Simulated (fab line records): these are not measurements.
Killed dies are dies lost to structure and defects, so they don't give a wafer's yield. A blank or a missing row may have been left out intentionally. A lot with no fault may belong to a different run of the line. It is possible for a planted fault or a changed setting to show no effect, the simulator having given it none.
2 desks looking at one fault -- flow gf180mcu -- each desk has only its own numbers; what lay behind them comes last

AT THE METROLOGY DESK
What the gauges read for every lot (on any tool): the sampled wafers with a number, averaged. Marked OUT: a lot whose mean sits more than 4 standard deviations from the usual mean, which makes it out of limits; the brackets give that distance.
Columns: A = MIM_CVD_05_THK at GF_MIM_THK_MEAS_06, usual 42.1 nm
lot,first seen here,A
L211,day 24 11:39,42.2
L212,day 25 00:41,42.7
L214,day 25 18:03,42.9
L215,day 26 00:39,41.3
L216,day 26 11:51,42.9
L217,day 26 16:26,42.5
L218,day 26 22:25,42.0
L219,day 27 05:37,42.2
L221,day 27 21:56,42.7
L222,day 28 13:10,42.4
L226,day 29 11:06,42.3
L229,day 30 02:44,41.8
L232,day 30 22:41,42.1
Finding of this desk: none of the 13 lots has anything out of limits.

AT THE TOOL OWNER'S DESK: pecvd-02
The tool's own readings at GF_PASSIVATION_CVD_00 (deposits SiO2 from TEOS, target thk 1000 nm, time 111.95 s): means of the sampled wafers that have a number, for each lot that ran on this tool. Marked OUT: a lot whose mean sits more than 4 standard deviations from the usual mean, which makes it out of limits; the brackets give that distance.
Columns: A = heaterPowerOuterW at GF_PASSIVATION_CVD_00, usual 366 W; B = heaterPowerW at GF_PASSIVATION_CVD_00, usual 627 W
lot,first seen here,A,B
L211,day 28 04:21,366,633
L214,day 29 08:19,358,620
L217,day 30 03:02,310,523
L218,day 30 08:53,342,617
L221,day 31 05:58,342,587
L222,day 31 20:31,389,661
L229,day 33 05:02,324,575
L232,day 33 21:42,340,601
Finding of this desk: none of the 8 lots has anything out of limits.

PUT TOGETHER
At the metrology desk, nothing out of limits was observed.
The desk of the tool owner found nothing out of limits.

WHAT THE SIMULATOR HAD PUT IN
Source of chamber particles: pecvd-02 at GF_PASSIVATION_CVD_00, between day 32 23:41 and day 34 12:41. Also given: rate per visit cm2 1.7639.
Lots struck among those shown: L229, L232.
